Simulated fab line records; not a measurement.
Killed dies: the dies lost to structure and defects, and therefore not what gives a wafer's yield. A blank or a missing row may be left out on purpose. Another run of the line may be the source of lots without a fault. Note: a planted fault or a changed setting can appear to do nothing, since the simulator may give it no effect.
fab line records | flow sky130
[record] lots = 14 wafers = 42 last-day = 50
route steps=708 shown FIELD_ISO@5 NWELL@66 VT_ADJUST_LVTN@115 VT_ADJUST_HVTR@142
lots that met no fault: taken from a fault-free run of the same line
start-h: start of the lot's first displayed wafer, in hours after the record's first day | wait-h: hours elapsed since this lot's preceding step | " the same as in the row above | L1.1+2: several wafers, shown together as one row | - value missing, or start not given | * or withheld: withheld | < > ~ a bound
route shown NAME@n: NAME is a module with steps in the file, n the number in the route of the first one | usual: mean/standard deviation of fault-free wafers | same: alike in all rows | chamber/n: place in a boat | sites: each site's reading | _std_site: the standard deviation of these | _edge_site: the outer-site mean with the inner-site mean subtracted | radius-mm: for every site, how far away it sits from the centre of the wafer | mask NAME#n: copy n | behind: the last tool/chamber to shape the wafer | hold: cause of the lot's hold/its duration in hours/its outcome | device: the transistor (n, p or np) that didn't switch | end of line: the tests these same wafers got at the end of their route | step lacking rows: just its recipe | killed: at the first sort, the dies lost to defects and structure; wafer yield is something else | map: dies across one wafer; x = killed, . = not, _ = none there
set.NAME: the setting the step ran with; set.NAME@STEP: the setting that earlier step ran with | model.NAME: the simulator's own value behind a step, which no gauge read
steps of the route over a sample of lots; a table a step, a row a wafer
services: when a tool's chamber went out of use (start-h, in hours from the record's first day, below 0 if earlier), for how many hours, and the reason
[[steps]]
[step SKY_FIELD_ISO_THK_MEAS_04]
[recipe] reads = Si3N4_of_FIELD_ISO_CVD_03
[usual] FIELD_ISO_CVD_03_THK = 164.9/1.8
// columns lot.wafer tool chamber start-h wait-h FIELD_ISO_CVD_03_THK[nm]
L244.1 film-metro-01 - 17.24 0.0 165.2
L244.4 " - " " 165.3
L244.5 " - " " 166.4
L247.1 film-metro-02 - 33.80 0.0 166.3
L247.3 " - " " 165.4
L247.5 " - " " 165.8
L249.4 film-metro-01 - 39.22 0.0 165.7
L249.5 " - " " 165.7
L249.6 " - " " 163.5
L253.3 film-metro-03 - 59.57 0.0 163.0
L253.5 " - " " 163.3
L253.6 " - " " 162.9
L254.3 film-metro-03 - 66.40 0.0 164.4
L254.4 " - " " 164.7
L254.5 " - " " 164.0
L255.2 film-metro-02 - 72.68 0.0 165.6
L255.4 " - " " 164.7
L255.5 " - " " 164.7
L256.2 film-metro-01 - 75.36 0.0 160.2
L256.4 " - " " 160.7
L256.6 " - " " 161.3
L257.2 film-metro-03 - 81.22 0.0 166.1
L257.4 " - " " 165.7
L257.5 " - " " 166.0
L258.1 film-metro-03 - 86.05 0.0 163.3
L258.4 " - " " 162.2
L258.5 " - " " 162.6
L259.2 film-metro-02 - 89.05 0.0 164.4
L259.5 " - " " 165.1
L259.6 " - " " 163.7
L260.2 film-metro-02 - 95.14 0.0 167.7
L260.3 " - " " 166.9
L260.5 " - " " 167.2
L264.1 film-metro-01 - 114.37 0.0 165.8
L264.3 " - " " 166.7
L264.5 " - " " 165.5
L265.1 film-metro-02 - 119.32 0.0 166.9
L265.4 " - " " 167.8
L265.5 " - " " 165.9
L267.1 film-metro-02 - 129.30 0.0 164.4
L267.3 " - " " 164.6
L267.6 " - " " 167.2
[step SKY_NWELL_IMPLANT_13]
[recipe] species = P energy-kev = 50 dose-cm2 = 7e+11 tilt-deg = withheld
[usual] beam-energy-keV = 50.002/0.012 beam-on-s = 10.01/0.19 end-station-pressure-torr = 5.01e-06/3e-07
// columns lot.wafer tool chamber start-h wait-h beam-energy-keV beam-on-s end-station-pressure-torr
L244.1 implanter-01 0 86.27 0.1 49.989 10.31 4.82e-06
L244.4 " 0 " " 50.008 10.18 5.6e-06
L244.5 " 0 " " 49.983 10.09 5e-06
L247.1 implanter-04 0 108.11 0.1 49.995 10.09 5.06e-06
L247.3 " 0 " " 50.009 9.93 4.86e-06
L247.5 " 0 " " 50.018 10.19 5.03e-06
L249.4 implanter-02 0 117.54 0.1 49.990 10.07 5.19e-06
L249.5 " 0 " " 49.997 9.76 5.01e-06
L249.6 " 0 " " 49.995 10.01 4.8e-06
L253.3 implanter-02 0 137.07 0.1 49.989 10.21 4.57e-06
L253.5 " 0 " " 50.013 9.97 4.74e-06
L253.6 " 0 " " 49.990 10.11 4.41e-06
L254.3 implanter-04 0 145.76 0.1 50.018 9.96 5.01e-06
L254.4 " 0 " " 50.010 10.04 4.92e-06
L254.5 " 0 " " 50.018 10.06 4.74e-06
L255.2 implanter-02 0 154.35 0.1 50.012 9.78 5.08e-06
L255.4 " 0 " " 49.985 10.01 4.65e-06
L255.5 " 0 " " 50.015 9.68 5.13e-06
L256.2 implanter-02 0 158.45 0.1 50.014 10.16 5.24e-06
L256.4 " 0 " " 49.992 10.04 4.62e-06
L256.6 " 0 " " 50.015 10.18 5.51e-06
L257.2 implanter-04 0 163.03 0.1 49.994 10.18 4.97e-06
L257.4 " 0 " " 50.004 10.02 5.03e-06
L257.5 " 0 " " 50.009 10.03 4.9e-06
L258.1 implanter-02 0 166.27 0.1 49.986 9.84 4.76e-06
L258.4 " 0 " " 50.003 9.83 5.25e-06
L258.5 " 0 " " 49.990 10.02 5.27e-06
L259.2 implanter-01 0 172.38 0.1 49.999 9.82 5.23e-06
L259.5 " 0 " " 49.989 9.74 5.39e-06
L259.6 " 0 " " 49.995 9.89 5.39e-06
L260.2 implanter-01 0 179.59 0.1 49.994 10.19 4.75e-06
L260.3 " 0 " " 50.002 9.88 4.81e-06
L260.5 " 0 " " 49.993 10.09 5.26e-06
L264.1 implanter-01 - 202.77 0.1 - - -
L264.3 " - " " - - -
L264.5 " - " " - - -
L265.1 implanter-01 - 206.26 0.1 - - -
L265.4 " - " " - - -
L265.5 " - " " - - -
L267.1 implanter-01 0 218.92 0.1 50.017 10.23 4.93e-06
L267.3 " 0 " " 49.985 10.01 4.86e-06
L267.6 " 0 " " 49.995 9.88 4.9e-06
[step SKY_NWELL_RS_MEAS_29]
[recipe] thk-meas-gauge = four-point-probe
[usual] NWELL_RS = 624.1/1.3
// columns lot.wafer tool chamber start-h wait-h NWELL_RS[ohm/sq]
L244.1 film-metro-03 - 104.22 0.1 625.4
L244.4 " - " " 624.2
L244.5 " - " " 625.9
L247.1 film-metro-04 - 126.77 0.1 623.6
L247.3 " - " " 624.4
L247.5 " - " " 622.9
L249.4 film-metro-03 - 137.14 0.1 621.8
L249.5 " - " " 623.4
L249.6 " - " " 622.4
L253.3 film-metro-04 - 156.92 0.1 625.0
L253.5 " - " " 625.6
L253.6 " - " " 624.9
L254.3 film-metro-03 - 169.06 0.1 625.3
L254.4 " - " " 625.2
L254.5 " - " " 623.9
L255.2 film-metro-02 - 174.74 0.1 624.5
L255.4 " - " " 625.6
L255.5 " - " " 626.3
L256.2 film-metro-02 - 179.54 0.1 624.1
L256.4 " - " " 624.9
L256.6 " - " " 625.3
L257.2 film-metro-03 - 184.24 0.1 625.3
L257.4 " - " " 624.4
L257.5 " - " " 625.4
L258.1 film-metro-04 - 187.77 0.1 624.3
L258.4 " - " " 624.0
L258.5 " - " " 623.2
L259.2 film-metro-03 - 193.60 0.1 622.7
L259.5 " - " " 623.4
L259.6 " - " " 625.8
L260.2 film-metro-03 - 201.55 0.1 624.2
L260.3 " - " " 623.2
L260.5 " - " " 622.4
L264.1 film-metro-03 - 224.47 0.1 649.3
L264.3 " - " " 648.7
L264.5 " - " " 649.1
L265.1 film-metro-04 - 228.27 0.1 650.1
L265.4 " - " " 649.7
L265.5 " - " " 650.7
L267.1 film-metro-04 - 241.07 0.1 623.8
L267.3 " - " " 623.0
L267.6 " - " " 624.1
[step SKY_VT_ADJUST_LVTN_OVL_MEAS_18]
[usual] VT_ADJUST_LVTN_01_OVL = -0.3/1.3
// columns lot.wafer tool chamber start-h wait-h VT_ADJUST_LVTN_01_OVL[nm]
L244.1 overlay-01 - 160.74 0.1 -1.4
L244.4 " - " " -2.1
L244.5 " - " " -2.7
L247.1 overlay-01 - 186.86 0.1 1.0
L247.3 " - " " -0.3
L247.5 " - " " -1.4
L249.4 overlay-01 - 197.89 0.1 -2.3
L249.5 " - " " -2.4
L249.6 " - " " -1.4
L253.3 overlay-02 - 220.60 0.1 -0.4
L253.5 " - " " 0.0
L253.6 " - " " 0.4
L254.3 overlay-01 - 233.08 0.1 0.1
L254.4 " - " " -1.7
L254.5 " - " " -0.1
L255.2 overlay-02 - 238.79 0.1 -1.5
L255.4 " - " " -3.3
L255.5 " - " " 0.0
L256.2 overlay-02 - 244.13 0.1 1.5
L256.4 " - " " 0.6
L256.6 " - " " -0.2
L257.2 overlay-02 - 249.33 0.1 -1.4
L257.4 " - " " -0.6
L257.5 " - " " -0.4
L258.1 overlay-01 - 254.46 0.1 -0.8
L258.4 " - " " -0.5
L258.5 " - " " 0.3
L259.2 overlay-02 - 260.69 0.1 1.3
L259.5 " - " " 1.3
L259.6 " - " " -2.0
L260.2 overlay-02 - 268.33 0.1 2.1
L260.3 " - " " 2.7
L260.5 " - " " 2.7
L267.1 overlay-02 - 309.61 0.1 -0.4
L267.3 " - " " -1.4
L267.6 " - " " -1.0
[step SKY_VT_ADJUST_HVTR_TW_MEAS_11]
[usual] VT_ADJUST_HVTR_TW = 211.9/1
// columns lot.wafer tool chamber start-h wait-h VT_ADJUST_HVTR_TW
L244.1 film-metro-04 - 203.38 0.1 212.5
L244.4 " - " " 211.9
L244.5 " - " " 211.7
L247.1 film-metro-02 - 231.43 0.1 212.8
L247.3 " - " " 213.2
L247.5 " - " " 212.6
L249.4 film-metro-04 - 242.47 0.1 213.1
L249.5 " - " " 213.0
L249.6 " - " " 212.9
L253.3 film-metro-03 - 265.55 0.1 212.5
L253.5 " - " " 212.9
L253.6 " - " " 211.4
L254.3 film-metro-03 - 279.30 0.1 211.3
L254.4 " - " " 212.2
L254.5 " - " " 211.4
L255.2 film-metro-03 - 285.29 0.1 211.4
L255.4 " - " " 211.9
L255.5 " - " " 212.2
L256.2 film-metro-02 - 290.50 0.1 210.5
L256.4 " - " " 210.2
L256.6 " - " " 210.7
L257.2 film-metro-02 - 295.65 0.1 210.4
L257.4 " - " " 210.8
L257.5 " - " " 210.3
L258.1 film-metro-03 - 300.24 0.1 212.0
L258.4 " - " " 211.9
L258.5 " - " " 211.9
L259.2 film-metro-02 - 307.85 0.1 210.0
L259.5 " - " " 210.6
L259.6 " - " " 212.0
L260.2 film-metro-04 - 317.30 0.1 213.1
L260.3 " - " " 212.5
L260.5 " - " " 212.8
L267.1 film-metro-03 - 363.73 0.1 211.2
L267.3 " - " " 211.1
L267.6 " - " " 210.9
[[services]]
// columns tool chamber start-h hours kind
implanter-01 - 100.40 3.4 pm
implanter-04 - 166.10 2.2 repair
implanter-01 - 207.01 5.8 repair
[[key]]
[first-sign] step = SKY_NWELL_IMPLANT_13 reading = tool-record direction = missing
[effect] step = SKY_NWELL_RS_MEAS_29 reading = NWELL_RS direction = up sigmas = 20 usual = 624.1 struck = 649.6
met-at SKY_NWELL_IMPLANT_13
struck-lots L264,L265
later-rows-left-out L264.1,L264.3,L264.5,L265.1,L265.4,L265.5
sort-left-out L264.1,L264.3,L264.5,L265.1,L265.4,L265.5
tester-left-out L264,L265
not-acting-at SKY_FIELD_ISO_THK_MEAS_04,SKY_VT_ADJUST_LVTN_OVL_MEAS_18,SKY_VT_ADJUST_HVTR_TW_MEAS_11
onset-between 179.59 202.77
[fault] kind = skipped-step-whole tool = implanter-01 chamber = - onset-h = 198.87 steps = SKY_NWELL_IMPLANT_13 scope = struck-lots-only
// tester-left-out: of these lots the tester's yield and bins aren't shown, on N5 and GAA mostly nor the transistor test; their killed dies are dies lost to structure and defects alone, not to doping, threshold or leakage, so they don't give the yield
// sort-left-out: the simulated sort isn't trusted on such a fault, so these wafers' sort isn't shown, and their yield isn't known
// later-rows-left-out: the simulator's readings of these wafers behind a module that went badly wrong aren't trusted and aren't shown, but for the sort
